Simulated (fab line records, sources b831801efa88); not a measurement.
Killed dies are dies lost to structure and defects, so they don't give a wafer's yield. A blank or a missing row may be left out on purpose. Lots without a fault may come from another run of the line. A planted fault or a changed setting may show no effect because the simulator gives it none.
A struck lot beside a sound one | flow sfq_line | 24 steps out of a route of 325
Sound: wafers L294.2, L294.4, L294.5. Struck: wafers L305.1, L305.2, L305.6. The cause comes at the end.
At each step with rows: each side's tool, then ch and its chambers, then its first start. Under that, the readings that differ: sound wafers | struck wafers | difference of the means | sigmas: that difference in standard deviations of wafers without a fault.
alike: readings whose means differ by less than 2 such deviations, and words and numbers that are the same on both sides. not compared: withheld readings, readings that some wafer has no value for, bounds like >300 that may hide the same value, and numbers for which the record gives no deviation and whose values overlap.
The two part at a step that has a row with sigmas, a row that says differs or no value, or rows on one side only. Numbers that don't overlap but have no deviation are shown without sigmas and don't part them. A reading that every wafer of one side lacks parts them only if that side has two wafers or more.

first, 1 step without rows for these wafers: SFQ_TRILAYER_M0_STRIP_SOLV_CLEAN_026 (cleans in NMP, time 600 s).
SFQ_TRILAYER_I0_DEP_PECVD_027: deposits SiO2 from SiH4/N2O, time 111.11 s, target thk 500 nm.
  sound on pecvd-01 ch 0,1,2, day 15 20:02; struck on pecvd-01 ch 1,2, day 20 15:52
  alike: heater_power_w, throttle_valve_pct
  not compared: since_wet_clean_h
SFQ_TRILAYER_I0_CMP_CMP_028: polishes SiO2.
  sound on cmp-01 ch 0,1,3, day 15 21:07; struck on cmp-02 ch 0,1, day 21 07:07
  alike: motor_current_A, time_to_endpoint_s
SFQ_I0_BOW_MEAS_907:
  sound on film_metro-04, day 15 23:08; struck on film_metro-02, day 21 10:07
  alike: I0_BOW
SFQ_TRILAYER_I0_METRO_MEASURE_029:
  sound on film_metro-04, day 15 23:26; struck on film_metro-02, day 21 10:14
  alike: thk_nm
then, 6 steps without rows for these wafers: SFQ_TRILAYER_I0_VIA_LITHO_COAT_036 (resist thk 62 nm); SFQ_TRILAYER_I0_VIA_LITHO_COAT_031 (resist thk 650 nm); SFQ_TRILAYER_I0_VIA_LITHO_SOFTBAKE_035; SFQ_TRILAYER_I0_VIA_LITHO_EXPOSE_032 (exposes mask I0, target cd 500 nm); SFQ_TRILAYER_I0_VIA_LITHO_PEB_034 (peb time 60 s); SFQ_TRILAYER_I0_VIA_LITHO_DEVELOP_033 (time 60 s).
-- the record jumps here: 7 days lie between the struck wafers' starts before and after --
SFQ_I0_OVL_MEAS_908:
  sound on overlay-02, day 22 05:24; struck on overlay-01, day 28 02:20
  alike: I0_OVL
SFQ_TRILAYER_I0_VIA_BARC_OPEN_VIA_ETCH_046: etches BARC in O2, target depth 125 nm, time 41.7 s.
  sound on rie_diel-03 ch 0,1, day 22 05:26; struck on rie_diel-04 ch 0,1,2, day 28 02:22
  no value came back on the struck wafers for bias_w (W), chamber_pressure_mTorr (mTorr), drypump_motor_current_A (A), oes_product_au (a.u.); on the sound wafers bias_w (W) reads 79.96 80.02 79.92
  reading                                                 | sound             | struck            | difference | sigmas
  model.KrF_of_TRILAYER_I0_VIA_LITHO_COAT_031.thk_nm (nm) | 577.6 577.9 577.4 | 630.4 628.3 628.9 | +51.6      |
  not compared: rf_hours_counter_h
SFQ_TRILAYER_I0_VIA_ETCH_VIA_ETCH_034: etches SiO2 in CHF3, stops on Nb, target depth 260 nm.
  sound on rie_diel-03 ch 0,1, day 22 05:28; struck on rie_diel-04 ch 0,1,2, day 28 02:25
  reading                                                 | sound             | struck            | difference | sigmas
  oes_product_au (a.u.)                                   | 0.850 0.854 0.855 | 0.378 0.363 0.373 | -0.482     | -80
  model.KrF_of_TRILAYER_I0_VIA_LITHO_COAT_031.thk_nm (nm) | 532.6 533.4 532.4 | 586.2 584.1 584.3 | +52.1      |
  alike: bias_w, chamber_pressure_mTorr, drypump_motor_current_A
SFQ_TRILAYER_I0_VIA_STRIP_STRIP_035: strips in O2.
  sound on rie_metal-04 ch 1, day 22 05:35; struck on rie_metal-04 ch 0,1, day 28 02:31
  alike: chamber_pressure_mTorr, drypump_motor_current_A, oes_product_au
  not compared: rf_hours_counter_h
then, 2 steps without rows for these wafers: SFQ_TRILAYER_I0_VIA_STRIP_SOLV_CLEAN_036 (cleans in NMP, time 600 s); SFQ_TRILAYER_M1_DEP_PRE_CLEAN_038 (time 22.5 s).
SFQ_TRILAYER_M1_DEP_SPUTTER_037: material Nb, target thk 200 nm, time 133.3 s.
  sound on pvd_sputter-04, day 22 06:23; struck on pvd_sputter-05, day 28 03:19
  alike: cathode_dc_power_W, throttle_valve_pct
SFQ_M1_RS_MEAS_909: measures by four-point-probe.
  sound on film_metro-01, day 22 06:30; struck on film_metro-03, day 28 03:25
  alike: M1_NB_RS
then, 3 steps without rows for these wafers: SFQ_TRILAYER_M1_LITHO_COAT_044 (resist thk 62 nm); SFQ_TRILAYER_M1_LITHO_COAT_039 (resist thk 600 nm); SFQ_TRILAYER_M1_LITHO_SOFTBAKE_043.
-- the record jumps here: 6 days lie between the struck wafers' starts before and after --
SFQ_TRILAYER_M1_LITHO_EXPOSE_040: exposes mask M1, target cd 500 nm.
  sound on krf_scanner-02 ch 0, day 29 05:50; struck on krf_scanner-02, day 34 14:46
  no value came back on the struck wafers for exposure_dose_mJ_cm2, focus_offset_nm (nm); on the sound wafers exposure_dose_mJ_cm2 reads 14.398 14.412 14.410
  alike: mask
then, 1 step without rows for these wafers: SFQ_TRILAYER_M1_LITHO_PEB_042 (peb time 60 s).

WHERE THEY PART
First at SFQ_TRILAYER_I0_VIA_BARC_OPEN_VIA_ETCH_046; last, within this record, at SFQ_TRILAYER_M1_LITHO_EXPOSE_040.

WHY: what the simulator had put in
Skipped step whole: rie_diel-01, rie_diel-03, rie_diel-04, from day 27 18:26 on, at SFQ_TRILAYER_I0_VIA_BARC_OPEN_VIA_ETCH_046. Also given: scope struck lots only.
